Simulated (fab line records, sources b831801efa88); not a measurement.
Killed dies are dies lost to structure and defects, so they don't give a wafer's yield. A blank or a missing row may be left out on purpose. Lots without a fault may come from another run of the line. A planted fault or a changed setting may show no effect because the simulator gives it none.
Which tool did it? | flow sky130 | 13 lots, 39 wafers sampled, at 4 steps of a route of 708

WHAT THE GAUGES READ, wafer by wafer
SKY_SD_N_TW_MEAS_12. Usual: SD_N_TW 4008, standard deviation 28.
lot  | measured     | on            | SD_N_TW        | flag
L256 | day 27 15:23 | film_metro-03 | 3958 3947 3953 |
L258 | day 28 16:56 | film_metro-04 | 3985 4009 3997 |
L259 | day 28 21:44 | film_metro-02 | 4029 4055 4069 |
L260 | day 29 12:17 | film_metro-04 | 4006 4001 4006 |
L261 | day 29 20:30 | film_metro-04 | 4041 4026 4030 |
L263 | day 30 06:12 | film_metro-02 | 4037 4047 4044 |
L265 | day 31 07:20 | film_metro-04 | 4010 4000 4009 |
L267 | day 31 23:59 | film_metro-02 | 4048 4032 4020 |
L268 | day 32 00:26 | film_metro-02 | 4009 3982 3996 |
L275 | day 34 04:59 | film_metro-03 | 4010 3984 3987 |
L277 | day 34 15:07 | film_metro-03 | 3976 3983 3982 |
L278 | day 35 01:26 | film_metro-03 | 3975 3976 3964 |
L279 | day 35 07:56 | film_metro-04 | 4033 4022 4012 |

SKY_LI_CONTACT_THK_MEAS_01. Usual: LI_CONTACT_HDPCVD_THK 931 nm, standard deviation 9.4.
lot  | measured     | on            | LI_CONTACT_HDPCVD_THK (nm) | flag
L256 | day 27 16:09 | film_metro-02 | 923 924 919                |
L258 | day 28 17:43 | film_metro-02 | 935 930 948                |
L259 | day 28 22:30 | film_metro-02 | 951 943 937                |
L260 | day 29 13:02 | film_metro-04 | 916 914 906                |
L261 | day 29 21:16 | film_metro-03 | 923 923 931                |
L263 | day 30 07:01 | film_metro-02 | 925 924 930                |
L265 | day 31 08:07 | film_metro-02 | 925 933 937                |
L267 | day 32 00:50 | film_metro-03 | 931 929 932                |
L268 | day 32 01:11 | film_metro-03 | 918 928 919                |
L275 | day 34 05:45 | film_metro-04 | 936 932 942                |
L277 | day 34 15:52 | film_metro-04 | 938 939 939                |
L278 | day 35 02:13 | film_metro-02 | 939 935 933                |
L279 | day 35 08:43 | film_metro-02 | 934 932 938                |

SKY_LI_CONTACT_CD_MEAS_12: target cd 170 nm. Usual: cd_nm 169.7 nm, standard deviation 1.4.
lot  | measured     | on        | cd_nm (nm)        | flag
L256 | day 28 20:40 | cd_sem-02 | 168.7 169.0 168.7 |
L258 | day 29 22:43 | cd_sem-01 | 170.8 170.7 170.6 |
L259 | day 30 03:27 | cd_sem-01 | 169.6 169.0 169.1 |
L260 | day 30 17:28 | cd_sem-02 | 170.8 168.3 170.3 |
L261 | day 31 01:19 | cd_sem-02 | 168.1 166.7 168.0 |
L263 | day 31 11:25 | cd_sem-01 | 170.9 171.5 169.3 |
L265 | day 32 11:24 | cd_sem-02 | 168.6 170.0 167.7 |
L267 | day 33 03:28 | cd_sem-01 | 168.2 169.4 168.8 |
L268 | day 33 05:13 | cd_sem-02 | 149.0 149.6 148.9 | OFF
L275 | day 35 07:55 | cd_sem-02 | 170.2 168.8 170.9 |
L277 | day 35 18:20 | cd_sem-01 | 169.7 168.8 168.6 |
L278 | day 36 04:42 | cd_sem-02 | 170.5 171.1 171.6 |
L279 | day 36 10:27 | cd_sem-01 | 168.2 170.6 169.6 |

WHICH TOOL RAN EACH LOT (tool, then ch and the chambers of the sampled wafers, then the start)
lot  | SKY_LI_CONTACT_EXPOSE_09
L256 | krf_scanner-01 ch 0, day 28 07:08
L258 | krf_scanner-02 ch 0, day 29 09:10
L259 | krf_scanner-02 ch 0, day 29 13:47
L260 | krf_scanner-02 ch 0, day 30 03:05
L261 | krf_scanner-02 ch 0, day 30 12:19
L263 | krf_scanner-02 ch 0, day 30 21:31
L265 | krf_scanner-01 ch 0, day 31 23:01
L267 | krf_scanner-01 ch 0, day 32 14:11
L268 | krf_scanner-01 ch 0, day 32 15:46
L275 | krf_scanner-01 ch 0, day 34 18:44
L277 | krf_scanner-02 ch 0, day 35 05:23
L278 | krf_scanner-01 ch 0, day 35 16:01
L279 | krf_scanner-02 ch 0, day 35 21:37
- SKY_LI_CONTACT_EXPOSE_09: exposes mask LICM1, target cd 170 nm.

WHAT THE TOOLS THEMSELVES READ (means of the sampled wafers that have a number; where no wafer has one, the mark that the record gives instead)
The record holds no such reading with a usual standard deviation.

THE ANSWER, worked out from the rows above alone
Rule: a lot is off if the mean of its wafers that have a number lies more than 3 standard deviations from the usual mean. A lot without any number at a reading at which 4 lots or more have one is off too. The other lots that the step has rows for count as sound. The gauges are gone through in route order, then the tools' own readings, and for those a lot's mean is taken as printed above. The first step at which some lot is off is used, and at that step the reading that is off furthest; a lot without a number counts as furthest.
Off: L268, at SKY_LI_CONTACT_CD_MEAS_12 (cd_nm).
A tool fits if, at a process step before that reading, it ran every lot that is off, and no sound lot after the first of them. The gauges at SKY_LI_CONTACT_CD_MEAS_12 are tried like those tools. None of those tried fits.

WHAT THE SIMULATOR HAD PUT IN
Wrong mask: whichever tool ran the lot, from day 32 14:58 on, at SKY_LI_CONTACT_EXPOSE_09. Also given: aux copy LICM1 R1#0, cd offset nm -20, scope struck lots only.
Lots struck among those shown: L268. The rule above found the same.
